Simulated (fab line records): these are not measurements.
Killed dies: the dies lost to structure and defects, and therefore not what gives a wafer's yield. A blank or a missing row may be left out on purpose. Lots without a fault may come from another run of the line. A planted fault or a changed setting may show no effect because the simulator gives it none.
fab line records	flow sky130
record: lots: 6	wafers: 18	lastDay: 50
route steps=708 shown CAPM@545 METAL3@555
lots untouched by any fault: they come from a run of this same line in which no faults occurred
startH: start of the lot's first displayed wafer, in hours after the record's first day	waitH: hours from the lot's prior step to this one	" as in the row above	L1.1+2: a single row standing in for several wafers	- no value present, or no start provided	* or withheld: withheld	< > ~ a bound
route shown NAME@n: names a module that has steps shown in the file, with the first one's number in the route	usual: mean/standard deviation taken from wafers without a fault	same: alike in all rows	chamber/n: place in a boat	sites: readings site by site	_std_site: the values' standard deviation	_edge_site: inner sites' mean taken away from outer sites' mean	radiusMm: for every site, how far away it sits from the centre of the wafer	mask NAME#n: copy n	behind: tool/chamber where the wafer was last shaped	hold: why the lot was held/for how many hours/how that ended	device: the n, p or np transistor that did not switch	end of line: tests run on the same wafers once the route is complete	a step without rows: its recipe alone	killed: not the wafer's yield, but the dies lost to structure and defects at the first sort	map: per-die view of a wafer (x killed, . not killed, _ where there is no die)
set.NAME: the setting the step ran with; set.NAME@STEP: the setting that earlier step ran with	model.NAME: the simulator's own value behind a step, which no gauge read
a table for each step, a row for each wafer; lots at some steps of the route
services: from which hour (startH, from the record's first day; less than 0 if before it) a tool's chamber was out of use, for how many hours, and why
== steps ==
step: SKY_CAPM_SOFTBAKE_08
recipe: tempC: 90	timeS: 60	resist: NOVOLAK
step: SKY_CAPM_EXPOSE_09
recipe: maskId: CAPM	na: 0.6	sourceShape: conventional	sigmaOuter: 0.6	polarization: unpolarized	targetCdNm: 1000	doseMj: 159
step: SKY_CAPM_PEB_10
recipe: tempC: withheld	timeS: *	resist: NOVOLAK
step: SKY_CAPM_DEVELOP_11
recipe: resist: NOVOLAK	developer: TMAH	developTimeS: 60	devTempC: 23
step: SKY_CAPM_OVL_MEAS_12
usual: CAPM_OVL: -0.7/1.4
lot.wafer	tool	chamber	startH	waitH	CAPM_OVL[nm]
L410.2	overlay-01	-	879.65	0.1	1.4
L410.3	"	-	"	"	1.3
L410.5	"	-	"	"	1.0
L414.1	overlay-01	-	913.88	0.1	-0.1
L414.5	"	-	"	"	-1.8
L414.6	"	-	"	"	-0.7
L424.1	overlay-01	-	982.78	0.1	-1.2
L424.3	"	-	"	"	-0.9
L424.6	"	-	"	"	-1.0
L426.2	overlay-01	-	998.78	0.1	0.6
L426.5	"	-	"	"	-0.5
L426.6	"	-	"	"	0.0
L431.1	overlay-02	-	1029.05	0.1	-0.4
L431.2	"	-	"	"	-0.5
L431.6	"	-	"	"	0.1
L432.3	overlay-02	-	1034.79	0.1	-0.6
L432.4	"	-	"	"	-0.9
L432.5	"	-	"	"	-2.6
step: SKY_CAPM_METAL_ETCH_13
recipe: targetDepthNm: 220	stopOn: SiO2	chemistry: Cl2/BCl3	target: TiN	pressureMtorr: 10	icpW: 900	biasW: 48.5	Cl2_flow_sccm: 60	bcl3FlowSccm: 30	timeS: 62.9
usual: drypumpMotorCurrentA: 5.9/0.4	oesProductAu: 0.940/0.0076	throttleValvePct: 21.903/0.011
lot.wafer	tool	chamber	startH	waitH	drypumpMotorCurrentA	oesProductAu	rfHoursCounterH	throttleValvePct
L410.2	rieMetal-02	0	879.68	0.0	6.4	0.931	5	21.911
L410.3	"	1	"	"	5.3	0.939	-	21.907
L410.5	"	0	"	"	6.4	0.921	-	21.904
L414.1	rieMetal-01	0	913.91	0.0	5.9	0.950	10	21.905
L414.5	"	1	"	"	6.5	0.928	-	21.913
L414.6	"	0	"	"	5.9	0.938	-	21.899
L424.1	rieMetal-02	0	982.81	0.0	6.4	0.946	10	21.899
L424.3	"	1	"	"	5.3	0.933	-	21.901
L424.6	"	1	"	"	5.4	0.934	-	21.906
L426.2	rieMetal-02	1	998.81	0.0	5.3	0.936	19	21.911
L426.5	"	0	"	"	6.3	0.947	-	21.898
L426.6	"	1	"	"	5.4	0.955	-	21.900
L431.1	rieMetal-01	0	1029.08	0.0	5.9	0.951	16	21.901
L431.2	"	1	"	"	6.5	0.944	14	21.900
L431.6	"	1	"	"	6.5	0.945	-	21.897
L432.3	rieMetal-01	0	1034.84	0.0	5.9	0.935	-	21.920
L432.4	"	1	"	"	6.5	0.930	-	21.911
L432.5	"	0	"	"	5.9	0.933	-	21.894
step: SKY_CAPM_STRIP_14
recipe: chemistry: O2/N2	powerW: 1400	pressureMtorr: 1500	platenTempC: withheld	o2FlowSccm: 3000	n2FlowSccm: 300	overashFraction: 0.5
usual: drypumpMotorCurrentA: 5.8/0.45	oesProductAu: 0.710/0.0047	stripTimeToEndpointS: 12.67/0.05
lot.wafer	tool	chamber	startH	waitH	drypumpMotorCurrentA	oesProductAu	rfHoursCounterH	stripTimeToEndpointS
L410.2	plasmaAsher-03	1	879.76	0.1	5.9	0.711	45	12.63
L410.3	"	1	"	"	5.9	0.718	-	12.62
L410.5	"	1	"	"	5.9	0.699	-	12.62
L414.1	plasmaAsher-01	1	913.99	0.1	6.0	0.710	111	12.75
L414.5	"	1	"	"	6.0	0.717	-	12.58
L414.6	"	0	"	"	6.2	0.709	-	12.69
L424.1	plasmaAsher-03	0	982.89	0.1	5.7	0.707	55	12.75
L424.3	"	1	"	"	5.9	0.701	-	12.68
L424.6	"	1	"	"	5.9	0.710	-	12.68
L426.2	plasmaAsher-02	1	998.89	0.1	5.0	0.720	26	12.71
L426.5	"	0	"	"	6.4	0.714	-	12.73
L426.6	"	1	"	"	5.1	0.710	-	12.67
L431.1	plasmaAsher-02	1	1029.16	0.1	5.1	0.708	29	12.68
L431.2	"	0	"	"	6.4	0.712	29	12.56
L431.6	"	1	"	"	5.0	0.714	-	12.57
L432.3	plasmaAsher-03	1	1034.92	0.1	5.9	0.711	-	12.63
L432.4	"	0	"	"	5.7	0.714	-	12.49
L432.5	"	0	"	"	5.7	0.714	-	12.62
step: SKY_CAPM_STRIP_15
recipe: chemistry: postEtchResidueRemover	timeS: 1200	tempC: 72.5
step: SKY_CAPM_CLEAN_16
recipe: chemistry: IPA	timeS: 180	tempC: 25
step: SKY_CAPM_CLEAN_17
recipe: chemistry: O3/DIW	dry: n2Spin
step: SKY_METAL3_DEHYDRATE_05
recipe: tempC: 200	timeS: 60
step: SKY_METAL3_HMDS_06
recipe: primeTimeS: 60	primeTempC: 120
step: SKY_METAL3_COAT_07
recipe: resist: BARC	tempC: withheld	timeS: withheld	spinRpm: 3000	resistThkNm: 60
usual: spinSpeedRpm: 2999.8/1.8
lot.wafer	tool	chamber	startH	waitH	spinSpeedRpm
L410.2	lithoTrack-01	0	891.95	0.1	2998.2
L410.3	"	0	"	"	2997.4
L410.5	"	0	"	"	2996.0
L414.1	lithoTrack-02	0	926.97	0.1	3000.0
L414.5	"	0	"	"	2996.7
L414.6	"	0	"	"	2997.4
L424.1	lithoTrack-01	0	995.33	0.1	1942.3
L424.3	"	0	"	"	1944.8
L424.6	"	0	"	"	1940.7
L426.2	lithoTrack-01	0	1010.05	0.1	1943.9
L426.5	"	0	"	"	1943.0
L426.6	"	0	"	"	1941.2
L431.1	lithoTrack-02	0	1040.22	0.1	3002.3
L431.2	"	0	"	"	3003.5
L431.6	"	0	"	"	3000.5
L432.3	lithoTrack-04	0	1046.59	0.1	2997.7
L432.4	"	0	"	"	2999.2
L432.5	"	0	"	"	3000.4
step: SKY_METAL3_COAT_08
recipe: resist: KrF-thick	spinRpm: 3000	resistThkNm: 1140
step: SKY_METAL3_SOFTBAKE_09
recipe: tempC: 100	timeS: 90	resist: KrF-thick
step: SKY_METAL3_EXPOSE_10
recipe: maskId: MM3	na: 0.68	sourceShape: annular	sigmaInner: 0.4	sigmaOuter: 0.8	targetCdNm: 300	doseMj: 28
step: SKY_METAL3_PEB_11
recipe: pebTempC: withheld	pebTimeS: withheld	resist: KrF-thick
step: SKY_METAL3_DEVELOP_12
recipe: developTimeS: 60	resist: KrF-thick	devTempC: 21
step: SKY_METAL3_CD_MEAS_13
recipe: targetCdNm: 300
usual: cdNm: 299.0/1.6
lot.wafer	tool	chamber	startH	waitH	cdNm
L410.2	cdSem-01	-	905.51	-	298.6
L410.3	"	-	"	"	297.7
L410.5	"	-	"	"	297.9
L414.1	cdSem-01	-	939.54	-	296.3
L414.5	"	-	"	"	296.7
L414.6	"	-	"	"	296.7
L424.1	cdSem-02	-	1006.74	-	300.2
L424.3	"	-	"	"	300.7
L424.6	"	-	"	"	299.2
L426.2	cdSem-01	-	1022.60	-	298.8
L426.5	"	-	"	"	299.4
L426.6	"	-	"	"	297.7
L431.1	cdSem-02	-	1051.78	-	299.1
L431.2	"	-	"	"	300.3
L431.6	"	-	"	"	300.6
L432.3	cdSem-01	-	1057.31	-	296.7
L432.4	"	-	"	"	297.6
L432.5	"	-	"	"	297.4
step: SKY_METAL3_OVL_MEAS_14
usual: METAL3_OVL: -1/6.6
lot.wafer	tool	chamber	startH	waitH	METAL3_OVL[nm]
L410.2	overlay-02	-	905.62	0.1	-10
L410.3	"	-	"	"	-1
L410.5	"	-	"	"	-7
L414.1	overlay-02	-	939.66	0.1	7
L414.5	"	-	"	"	0
L414.6	"	-	"	"	0
L424.1	overlay-02	-	1006.86	0.1	6
L424.3	"	-	"	"	3
L424.6	"	-	"	"	5
L426.2	overlay-01	-	1022.70	0.1	3
L426.5	"	-	"	"	10
L426.6	"	-	"	"	0
L431.1	overlay-02	-	1051.90	0.1	-4
L431.2	"	-	"	"	-4
L431.6	"	-	"	"	-4
L432.3	overlay-02	-	1057.40	0.1	-7
L432.4	"	-	"	"	-2
L432.5	"	-	"	"	-3
step: SKY_METAL3_DESCUM_15
recipe: chemistry: O2	sourcePowerW: 150	biasPowerW: 0	pressureMtorr: 10	tempC: 40	timeS: 8
usual: drypumpMotorCurrentA: 5.6/0.61	oesProductAu: 1.000/0.013	tempC: 39.99/0.12
lot.wafer	tool	chamber	startH	waitH	drypumpMotorCurrentA	oesProductAu	rfHoursCounterH	tempC
L410.2	rieMetal-04	1	905.65	0.0	4.7	0.994	1	39.97
L410.3	"	1	"	"	4.8	0.990	-	39.87
L410.5	"	0	"	"	5.1	1.010	-	39.94
L414.1	rieMetal-04	0	939.70	0.0	5.1	1.002	7	40.11
L414.5	"	1	"	"	4.7	0.977	-	40.14
L414.6	"	0	"	"	5.1	0.995	-	39.97
L424.1	rieMetal-01	1	1006.90	0.0	6.5	1.028	12	40.10
L424.3	"	1	"	"	6.5	1.015	-	39.91
L424.6	"	0	"	"	5.9	0.982	-	39.86
L426.2	rieMetal-03	1	1022.73	0.0	5.8	1.000	19	40.02
L426.5	"	1	"	"	5.8	0.993	-	39.94
L426.6	"	0	"	"	5.6	0.980	-	39.75
L431.1	rieMetal-01	1	1051.93	0.0	6.6	1.027	15	40.08
L431.2	"	0	"	"	5.9	1.002	17	39.94
L431.6	"	0	"	"	5.9	1.000	-	40.02
L432.3	rieMetal-01	0	1057.43	0.0	5.9	1.000	-	40.00
L432.4	"	1	"	"	6.5	1.020	-	39.96
L432.5	"	0	"	"	6.0	1.001	-	40.03
step: SKY_METAL3_ETCH_16
recipe: chemistry: N2/H2	target: BARC	ionEnergyEv: 200	biasW: 100	pressureMtorr: 30	n2FlowSccm: 100	h2FlowSccm: 200	icpW: 500	stopOn: SiO2	timeS: 88.2	targetDepthA: 600
usual: drypumpMotorCurrentA: 5.6/0.61	oesProductAu: 0.625/0.0047	throttleValvePct: 13.206/0.008
lot.wafer	tool	chamber	startH	waitH	drypumpMotorCurrentA	oesProductAu	rfHoursCounterH	throttleValvePct	model.etch.depthNm
L410.2	rieMetal-04	1	905.68	0.0	4.7	0.618	1	13.191	59.82
L410.3	"	1	"	"	4.7	0.621	-	13.218	59.77
L410.5	"	0	"	"	5.1	0.625	-	13.212	59.77
L414.1	rieMetal-04	0	939.73	0.0	5.1	0.634	7	13.202	60.15
L414.5	"	1	"	"	4.7	0.630	-	13.220	60.09
L414.6	"	0	"	"	5.1	0.630	-	13.191	60.07
L424.1	rieMetal-01	1	1006.93	0.0	6.5	0.683	12	13.215	74.61
L424.3	"	1	"	"	6.5	0.676	-	13.205	74.49
L424.6	"	0	"	"	5.9	0.677	-	13.222	74.48
L426.2	rieMetal-03	1	1022.78	0.0	5.8	0.683	19	13.187	74.35
L426.5	"	1	"	"	5.8	0.681	-	13.211	74.64
L426.6	"	0	"	"	5.6	0.685	-	13.210	74.28
L431.1	rieMetal-01	1	1051.97	0.0	6.5	0.633	15	13.215	59.84
L431.2	"	0	"	"	5.9	0.632	17	13.217	59.84
L431.6	"	0	"	"	5.9	0.623	-	13.205	59.93
L432.3	rieMetal-01	0	1057.49	0.0	5.9	0.629	-	13.222	59.99
L432.4	"	1	"	"	6.5	0.634	-	13.203	60.19
L432.5	"	0	"	"	5.9	0.633	-	13.206	60.15
step: SKY_METAL3_ETCH_17
recipe: target: SiO2	stopOn: TiN	chemistry: C4F8/O2/Ar	sourceW: 1500	biasW: 1200	pressureMtorr: 40	c4f8FlowSccm: withheld	O2_flow_sccm: 6	Ar_flow_sccm: 300	timeS: 3.9	targetDepthA: 150
usual: oesProductAu: 0.754/0.0072
lot.wafer	tool	chamber	startH	waitH	oesProductAu	rfHoursCounterH
L410.2	rieDiel-03	3	905.78	0.1	0.754	6
L410.3	"	0	"	"	0.756	13
L410.5	"	2	"	"	0.761	-
L414.1	rieDiel-01	2	939.83	0.1	0.752	5
L414.5	"	0	"	"	0.766	-
L414.6	"	3	"	"	0.756	-
L424.1	rieDiel-02	2	1007.03	0.1	0.744	6
L424.3	"	3	"	"	0.741	17
L424.6	"	3	"	"	0.760	-
L426.2	rieDiel-03	1	1022.91	0.1	0.751	18
L426.5	"	1	"	"	0.761	-
L426.6	"	2	"	"	0.745	-
L431.1	rieDiel-03	2	1052.06	0.1	0.744	16
L431.2	"	0	"	"	0.754	17
L431.6	"	2	"	"	0.755	-
L432.3	rieDiel-03	1	1057.55	0.0	0.762	19
L432.4	"	3	"	"	0.753	11
L432.5	"	1	"	"	0.752	-
== services ==
tool	chamber	startH	hours	kind
rieMetal-04	1	856.94	-	clean
rieMetal-04	1	856.94	24.0	scheduledDown
rieMetal-04	1	856.94	24.0	ventCycle
rieMetal-03	-	880.01	2.8	pm
rieDiel-02	0	890.25	9.2	repair
rieDiel-03	1	892.70	13.3	repair
rieMetal-03	0	900.56	21.0	repair
rieMetal-02	-	911.34	12.2	repair
rieDiel-03	3	913.71	4.5	repair
rieDiel-01	1	932.90	3.6	repair
plasmaAsher-02	-	946.07	0.6	repair
rieDiel-01	0	960.96	5.5	repair
rieMetal-01	-	965.98	1.0	repair
rieDiel-02	0	1003.34	17.4	repair
rieDiel-01	-	1006.01	2.8	pm
plasmaAsher-03	-	1011.69	3.7	repair
rieDiel-01	-	1026.44	14.6	pm
rieMetal-01	-	1030.40	2.8	pm
rieMetal-02	1	1030.46	-	clean
rieMetal-04	-	1032.98	2.8	pm
plasmaAsher-03	-	1040.95	2.7	repair
rieDiel-01	0	1043.58	13.4	repair
rieMetal-03	0	1050.67	18.6	repair
plasmaAsher-01	-	1055.25	9.0	pm
== key ==
firstSign: step: SKY_METAL3_COAT_07	reading: spinSpeedRpm	direction: down	sigmas: 99+	usual: 2999.8	struck: 1942.6
effect: step: SKY_METAL3_ETCH_16	reading: oesProductAu	direction: up	sigmas: 12	usual: 0.625	struck: 0.681
modelEffect: step: SKY_METAL3_ETCH_16	value: etch.depthNm	without: 59.93	struck: 74.48
metAt SKY_METAL3_COAT_07
struckWafers L424.1,L424.3,L424.6,L426.2,L426.5,L426.6
onsetBetween 891.95 995.33
fault: kind: processParameterDrift	tool: lithoTrack-01	chamber: -	onsetH: 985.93	steps: SKY_METAL3_COAT_07	channel: spinRpm	offset: -1057.1	shape: step	endH: 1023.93	actsIn: theseRecipesOnly	stated: 3000
